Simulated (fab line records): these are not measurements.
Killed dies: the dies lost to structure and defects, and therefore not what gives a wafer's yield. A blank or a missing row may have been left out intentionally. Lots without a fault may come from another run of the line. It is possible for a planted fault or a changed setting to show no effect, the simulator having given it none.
Struck lot and sound lot, side by side + flow sfq line + 14 steps out of a route of 325
Sound: the wafers L164.2, L164.4, L164.5. Wafers struck: L153.1, L153.2, L153.6. The cause is named last.
For every step that has rows: the tool of each side, followed by ch and its chambers, followed by its first start. Under that, the readings that differ: sound wafers + struck wafers + difference of the means + sigmas: that difference in standard deviations of wafers without a fault.
alike: readings whose means differ by less than 2 such deviations, and words and numbers that are the same on both sides. not compared: withheld readings, readings that some wafer has no value for, bounds like >300 that may hide the same value, and numbers for which the record gives no deviation and whose values overlap.
Wherever a step has rows on one side only, a row that says differs or no value, or a row with sigmas, the two part there. Non-overlapping numbers with no deviation appear without sigmas and do not part them. Lack of a reading on every wafer of one side parts them only where that side has two or more wafers.

SFQ_TRILAYER_M6_BARC_OPEN_METAL_ETCH_206: etches BARC in O2, target depth 125 nm, time 41.7 s.
  sound on rie metal-04 ch 0, day 82 03:13; struck on rie metal-02 ch 0,1, day 77 22:25
| reading                     | sound       | struck      | difference | sigmas |
|-----------------------------|-------------|-------------|------------|--------|
| drypump motor current A (A) | 5.7 5.6 5.7 | 6.4 6.8 6.4 | +0.9       | +2     |
  alike: oes product au
  not compared: rf hours counter h
SFQ_TRILAYER_M6_ETCH_METAL_ETCH_162: etches Nb in Cl2/Ar, stops on SiO2, target depth 240 nm, time 120 s.
  sound on rie metal-04 ch 0, day 82 03:17; struck on rie metal-02 ch 0,1, day 77 22:28
| reading                     | sound       | struck      | difference | sigmas |
|-----------------------------|-------------|-------------|------------|--------|
| drypump motor current A (A) | 5.6 5.6 5.6 | 6.4 6.8 6.4 | +0.9       | +2     |
  alike: oes product au
  not compared: rf hours counter h
then, 2 steps without rows for these wafers: SFQ_TRILAYER_M6_STRIP_STRIP_163 (strips in O2); SFQ_TRILAYER_M6_STRIP_SOLV_CLEAN_164 (cleans in NMP, time 600 s).
SFQ_TRILAYER_I6_DEP_PECVD_165: deposits SiO2 from SiH4/N2O, time 111.11 s, target thk 500 nm.
  sound on pecvd-02 ch 0,1,2, day 82 04:11; struck on pecvd-01 ch 1,2, day 77 23:22
  alike: chamber pressure Torr, heater power w, throttle valve pct
SFQ_TRILAYER_I6_CMP_CMP_166: polishes SiO2.
  sound on cmp-01 ch 0,1,2, day 82 07:55; struck on cmp-01 ch 0,2,3, day 78 11:33
  alike: motor current A, slurry flow ml min, time to endpoint s
SFQ_I6_BOW_MEAS_941:
  struck on film metro-01, day 78 14:33; sound on film metro-01, day 82 10:26
| reading     | sound      | struck   | difference | sigmas |
|-------------|------------|----------|------------|--------|
| I6_BOW (um) | -9 -13 -18 | 14 38 21 | +38        | +3     |
SFQ_TRILAYER_I6_METRO_MEASURE_167:
  struck on film metro-01, day 78 14:40; sound on film metro-01, day 82 10:44
  alike: thk nm
then, 4 steps without rows for these wafers: SFQ_TRILAYER_I6_VIA_LITHO_COAT_174 (resist thk 62 nm); SFQ_TRILAYER_I6_VIA_LITHO_COAT_169 (resist thk 650 nm); SFQ_TRILAYER_I6_VIA_LITHO_SOFTBAKE_173; SFQ_TRILAYER_I6_VIA_LITHO_EXPOSE_170 (exposes mask I6, target cd 700 nm).
SFQ_TRILAYER_I6_VIA_LITHO_PEB_172: peb time 60 s.
  struck on litho track-03, day 79 16:10; sound on litho track-01 ch 0, day 83 18:52
  no value came back on the struck wafers for chill plate temp C (C), exhaust pa (Pa), peb time s (s); on the sound wafers chill plate temp C (C) reads 23.11 23.06 23.04
then, 1 step without rows for these wafers: SFQ_TRILAYER_I6_VIA_LITHO_DEVELOP_171 (time 60 s).

== WHERE THEY PART ==
Last at SFQ_TRILAYER_I6_VIA_LITHO_PEB_172 as far as this record goes, first at SFQ_TRILAYER_M6_BARC_OPEN_METAL_ETCH_206.

WHY: the cause the simulator had injected
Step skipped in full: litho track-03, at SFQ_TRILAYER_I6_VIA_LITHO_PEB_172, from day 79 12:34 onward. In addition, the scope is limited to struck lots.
